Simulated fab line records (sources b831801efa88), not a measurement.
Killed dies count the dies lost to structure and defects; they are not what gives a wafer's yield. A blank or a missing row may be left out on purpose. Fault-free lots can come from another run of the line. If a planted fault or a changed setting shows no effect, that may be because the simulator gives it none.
Which tool did it?	flow gf180mcu	Sampling: 24 lots, 72 wafers, 5 of 602 route steps

## WHAT EACH GAUGE READ, for each wafer
GF_HV_LDD_OVL_MEAS_08. Usual: HV_LDD_OVL typically reads 1.0 nm, with standard deviation 2.
lot	measured	on	HV_LDD_OVL (nm)	flag
L074	day 10 02:29	overlay-02	1.5 1.9 4.2	
L075	day 10 07:19	overlay-02	-0.4 -1.7 -3.0	
L076	day 10 16:07	overlay-01	3.3 1.9 2.2	
L077	day 10 21:19	overlay-01	1.8 0.0 -0.2	
L078	day 11 08:11	overlay-01	3.9 3.9 1.1	
L079	day 11 14:44	overlay-01	0.2 0.5 0.5	
L080	day 11 20:20	overlay-02	5.9 2.7 3.4	
L081	day 11 23:39	overlay-01	3.1 2.4 2.5	
L082	day 12 08:20	overlay-02	-2.3 -2.3 0.1	
L083	day 13 01:14	overlay-01	-0.3 -0.9 -0.6	
L084	day 13 09:56	overlay-01	0.1 -0.3 0.3	
L085	day 13 13:45	overlay-01	0.6 -0.1 0.1	
L086	day 14 06:07	overlay-01	-1.9 -0.2 1.0	
L087	day 14 21:56	overlay-02	0.2 0.8 2.8	
L089	day 14 22:07	overlay-01	0.9 0.3 0.7	
L088	day 14 22:26	overlay-02	2.1 4.4 3.0	
L090	day 15 08:49	overlay-01	1.4 4.3 3.0	
L091	day 15 11:52	overlay-01	0.6 0.7 -1.5	
L092	day 15 19:05	overlay-01	-3.6 -4.4 -1.8	
L093	day 16 01:28	overlay-02	-2.9 -1.2 -2.0	
L094	day 16 04:16	overlay-01	0.4 2.3 2.8	
L095	day 16 13:59	overlay-01	2.4 4.8 2.5	
L096	day 16 20:49	overlay-01	0.6 1.0 0.6	
L097	day 17 08:04	overlay-01	3.4 4.2 0.7	

GF_HV_LDD_RS_MEAS_53: the measuring method here is four-point-probe. Usual: HV_LDD_RS typically reads 418.6 ohm/sq, with standard deviation 1.1.
lot	measured	on	HV_LDD_RS (ohm/sq)	flag
L074	day 12 12:59	film_metro-01	419.6 418.3 418.6	
L075	day 12 18:05	film_metro-02	420.1 419.3 420.6	
L076	day 13 03:43	film_metro-02	420.5 419.9 420.2	
L077	day 13 09:23	film_metro-01	418.5 417.4 417.7	
L078	day 13 20:07	film_metro-02	418.4 418.3 417.0	
L079	day 14 05:13	film_metro-04	416.5 417.9 418.3	
L080	day 14 09:07	film_metro-01	419.2 419.5 419.7	
L081	day 14 14:32	film_metro-01	418.7 420.4 418.2	
L082	day 14 22:22	film_metro-02	416.9 417.7 417.8	
L083	day 15 16:51	film_metro-04	419.4 418.6 419.1	
L084	day 16 03:34	film_metro-02	418.8 418.2 419.4	
L085	day 16 06:55	film_metro-01	418.1 417.4 418.3	
L086	day 17 00:55	film_metro-01	416.4 417.6 417.7	
L087	day 17 18:16	film_metro-02	417.6 418.1 417.3	
L089	day 17 19:00	film_metro-01	419.5 419.0 417.7	
L088	day 17 19:53	film_metro-04	418.7 417.2 419.1	
L090	day 18 06:46	film_metro-02	419.1 420.6 418.8	
L091	day 18 10:32	film_metro-02	417.1 418.3 417.8	
L092	day 18 17:21	film_metro-04	420.1 420.3 420.7	
L093	day 19 00:54	film_metro-04	418.4 418.7 417.7	
L094	day 19 04:05	film_metro-04	419.0 418.5 418.9	
L095	day 19 14:56	film_metro-02	419.3 420.3 419.5	
L096	day 19 22:49	film_metro-01	419.3 418.3 418.3	
L097	day 20 11:14	film_metro-02	418.4 419.4 418.7	

GF_V1_THK_MEAS_01. Usual: V1_CVD_00_THK typically reads 603 nm, with standard deviation 5.9.
lot	measured	on	V1_CVD_00_THK (nm)	flag
L074	day 17 07:32	film_metro-03	604 604 610	
L075	day 17 13:23	film_metro-02	593 600 592	
L076	day 18 01:11	film_metro-01	599 608 600	
L077	day 18 06:23	film_metro-03	607 610 608	
L078	day 18 19:49	film_metro-01	605 611 602	
L079	day 19 06:59	film_metro-02	604 599 596	
L080	day 19 11:59	film_metro-03	599 610 604	
L081	day 19 18:02	film_metro-02	583 599 604	
L082	day 20 02:07	film_metro-03	597 601 598	
L083	day 20 22:08	film_metro-03	597 595 597	
L084	day 21 09:16	film_metro-02	602 605 601	
L085	day 21 14:26	film_metro-02	604 604 596	
L086	day 22 07:48	film_metro-03	604 614 609	
L087	day 23 01:16	film_metro-01	605 609 614	
L089	day 23 04:05	film_metro-02	607 606 602	
L088	day 23 04:13	film_metro-03	600 595 605	
L090	day 23 14:51	film_metro-01	589 601 595	
L091	day 23 17:27	film_metro-01	602 607 618	
L092	day 23 23:31	film_metro-03	605 601 600	
L093	day 24 06:39	film_metro-02	612 612 605	
L094	day 24 14:50	film_metro-02	606 600 607	
L095	day 24 19:09	film_metro-03	600 598 598	
L096	day 25 02:51	film_metro-01	605 610 605	
L097	day 25 14:10	film_metro-01	586 599 595	

## WHAT TOOL EACH LOT RAN ON (gives the tool, then ch and the chambers of the sampled wafers, and finally the start)
lot	GF_CONTACT_SPUTTER_23	GF_M1_STRIP_17
L074	pvd_sputter-03, day 16 06:53	plasma_asher-04 ch 0,1, day 17 06:55
L075	pvd_sputter-01, day 16 12:31	plasma_asher-01 ch 0,1, day 17 12:46
L076	pvd_sputter-03, day 17 00:14	plasma_asher-02 ch 0,1, day 18 00:34
L077	pvd_sputter-03, day 17 04:53	plasma_asher-02 ch 0,1, day 18 05:46
L078	pvd_sputter-03, day 17 18:22	plasma_asher-02 ch 0,1, day 18 19:11
L079	pvd_sputter-01, day 18 05:11	plasma_asher-02 ch 0,1, day 19 06:23
L080	pvd_sputter-03, day 18 09:56	plasma_asher-02 ch 0, day 19 11:22
L081	pvd_sputter-04, day 18 15:56	plasma_asher-01 ch 0,1, day 19 17:26
L082	pvd_sputter-03, day 19 00:08	plasma_asher-02 ch 0,1, day 20 01:28
L083	pvd_sputter-01, day 19 19:59	plasma_asher-02 ch 0,1, day 20 21:26
L084	pvd_sputter-03, day 20 07:16	plasma_asher-04 ch 0,1, day 21 08:35
L085	pvd_sputter-03, day 20 12:38	plasma_asher-04 ch 0,1, day 21 13:51
L086	pvd_sputter-04, day 21 06:44	plasma_asher-04 ch 0,1, day 22 07:11
L087	pvd_sputter-03, day 22 00:08	plasma_asher-01 ch 0,1, day 23 00:38
L089	pvd_sputter-04, day 22 02:47	plasma_asher-04 ch 0,1, day 23 03:29
L088	pvd_sputter-03, day 22 03:16	plasma_asher-01 ch 0,1, day 23 03:34
L090	pvd_sputter-03, day 22 14:07	plasma_asher-04 ch 0,1, day 23 14:15
L091	pvd_sputter-03, day 22 17:01	plasma_asher-01 ch 0,1, day 23 16:50
L092	pvd_sputter-04, day 22 22:36	plasma_asher-04 ch 0,1, day 23 22:34
L093	pvd_sputter-03, day 23 05:49	plasma_asher-01 ch 0,1, day 24 06:03
L094	pvd_sputter-04, day 23 14:11	plasma_asher-02 ch 0,1, day 24 13:49
L095	pvd_sputter-04, day 23 19:28	plasma_asher-01 ch 0,1, day 24 18:32
L096	pvd_sputter-03, day 24 02:03	plasma_asher-02 ch 0,1, day 25 02:13
L097	pvd_sputter-03, day 24 14:52	plasma_asher-01 ch 0,1, day 25 13:34
- GF_CONTACT_SPUTTER_23: material TiN, target thk 10 nm, time 40 s.
- GF_M1_STRIP_17: strips in O2/N2.

## WHAT THE TOOLS THEMSELVES READ (means of the sampled wafers that have a number; where no wafer has one, the mark that the record gives instead)
GF_CONTACT_SPUTTER_23. Usual: throttle_valve_pct at 30.7 %, with a standard deviation of 1.2.
lot	tool	throttle_valve_pct (%)	flag
L074	pvd_sputter-03	31.7	
L075	pvd_sputter-01	30.5	
L076	pvd_sputter-03	31.0	
L077	pvd_sputter-03	31.0	
L078	pvd_sputter-03	31.2	
L079	pvd_sputter-01	30.2	
L080	pvd_sputter-03	30.4	
L081	pvd_sputter-04	29.8	
L082	pvd_sputter-03	31.8	
L083	pvd_sputter-01	30.5	
L084	pvd_sputter-03	31.8	
L085	pvd_sputter-03	30.8	
L086	pvd_sputter-04	29.9	
L087	pvd_sputter-03	31.8	
L089	pvd_sputter-04	28.7	
L088	pvd_sputter-03	31.6	
L090	pvd_sputter-03	31.2	
L091	pvd_sputter-03	31.8	
L092	pvd_sputter-04	30.0	
L093	pvd_sputter-03	31.1	
L094	pvd_sputter-04	29.1	
L095	pvd_sputter-04	30.2	
L096	pvd_sputter-03	31.2	
L097	pvd_sputter-03	31.7	

GF_M1_STRIP_17. Usual: drypump_motor_current_A 5.8 A, standard deviation 0.44; heater_power_w 331 W, standard deviation 31; o2_flow_sccm 3000 sccm, standard deviation 9.5; oes_product_au 0.540 a.u., standard deviation 0.0048; strip_time_to_endpoint_s 7.45 s, standard deviation 0.053.
lot	tool	drypump_motor_current_A (A)	heater_power_w (W)	o2_flow_sccm (sccm)	oes_product_au (a.u.)	strip_time_to_endpoint_s (s)	flag
L074	plasma_asher-04	5.3	303	3002	0.542	7.49	
L075	plasma_asher-01	5.6	365	3002	0.541	7.44	
L076	plasma_asher-02	6.3	327	2992	0.538	7.45	
L077	plasma_asher-02	6.3	327	3000	0.544	7.54	
L078	plasma_asher-02	6.3	321	3008	0.536	7.41	
L079	plasma_asher-02	6.4	338	3000	0.539	7.44	
L080	plasma_asher-02	6.3	310	2997	0.542	7.45	
L081	plasma_asher-01	5.6	343	2998	0.538	7.44	
L082	plasma_asher-02	6.3	327	3003	0.535	7.31	
L083	plasma_asher-02	6.3	324	2999	0.540	7.47	
L084	plasma_asher-04	5.3	305	3009	0.537	7.42	
L085	plasma_asher-04	5.3	309	3005	0.539	7.46	
L086	plasma_asher-04	5.3	303	3004	0.544	7.50	
L087	plasma_asher-01	5.6	364	2992	0.541	7.48	
L089	plasma_asher-04	5.3	302	3000	0.539	7.46	
L088	plasma_asher-01	5.5	345	2996	0.543	7.47	
L090	plasma_asher-04	5.2	307	2998	0.540	7.43	
L091	plasma_asher-01	5.6	362	3005	0.540	7.42	
L092	plasma_asher-04	5.3	307	3006	0.539	7.46	
L093	plasma_asher-01	5.6	369	3000	0.538	7.44	
L094	plasma_asher-02	6.3	322	3002	0.537	7.43	
L095	plasma_asher-01	5.6	365	3007	0.539	7.43	
L096	plasma_asher-02	6.4	337	3001	0.536	7.42	
L097	plasma_asher-01	5.6	361	2998	0.544	7.49	

## THE ANSWER, worked out from the rows above alone
Rule: a lot counts as off when the mean over its wafers that have a number is more than 3 standard deviations away from the usual mean. Also off: a lot with no number at a reading for which 4 or more lots have one. Where the step has rows for the other lots, those lots are counted as sound. First the gauges in route order, then the tools' own readings, where a lot's mean is used as printed above. The first step at which some lot is off is used, and at that step the reading that is off furthest; a lot without a number counts as furthest.
No lot is off on any of the readings shown, so nothing can be concluded from this.

## WHAT WAS PUT IN BY THE SIMULATOR
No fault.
